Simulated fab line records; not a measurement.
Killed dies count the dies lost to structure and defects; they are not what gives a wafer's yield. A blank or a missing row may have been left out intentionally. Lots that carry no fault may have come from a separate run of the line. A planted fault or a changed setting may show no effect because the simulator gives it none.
Matching of chambers    flow gf180mcu    GF_V2_CVD_02 on pecvd-01: 3 sister chambers
The step deposits SiO2 from TEOS, target thk 850 nm, time 94.851 s. 14 wafers are shown with their chamber, then 7 later ones without.

== WAFERS WITH THEIR CHAMBER ==
wafer   chamber  heater_power_w (W)
L076.1  2        612
L076.3  1        750
L076.5  0        721
L078.2  0        883
L078.3  2        618
L078.4  0        724
L080.1  2        697
L080.5  1        781
L080.6  2        720
L081.1  2        614
L081.2  0        842
L081.5  2        682
L082.2  2        626
L082.3  1        715

SIGNATURES (means of the wafers above)
reading         chamber 0  chamber 1  chamber 2  scatter within a chamber
heater_power_w  792.50     748.67     652.71     56.4
Rule: for a wafer and a chamber, the distance is found by dividing, reading by reading, the gap between the wafer's reading and the chamber's mean by the reading's scatter, squaring, summing and taking the root. If the next closest chamber is less than 2 further off than the closest, the wafer can't be placed; otherwise it belongs to the closest. The scatter: the root of (the sum of the squares of (reading less its chamber's mean) over the shown wafers, divided by (wafers less chambers)).

== WAFERS MISSING THEIR CHAMBER ==
wafer   heater_power_w (W)
L082.4  744
L090.1  622
L090.2  735
L090.5  605
L091.1  894
L091.5  723
L091.6  724

== THE CHAMBER EACH PASSED THROUGH ==
wafer   from the rows above           in truth
L082.4  can't be placed: 1 or 0 or 2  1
L090.1  can't be placed: 2 or 1       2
L090.2  can't be placed: 1 or 0 or 2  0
L090.5  can't be placed: 2 or 1       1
L091.1  can't be placed: 0 or 1       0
L091.5  can't be placed: 1 or 0 or 2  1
L091.6  can't be placed: 1 or 0 or 2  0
0 of 7 placed correctly. Unplaceable from these rows: 7, with the true chamber sitting among the candidates in 7. 0 placed wrongly.
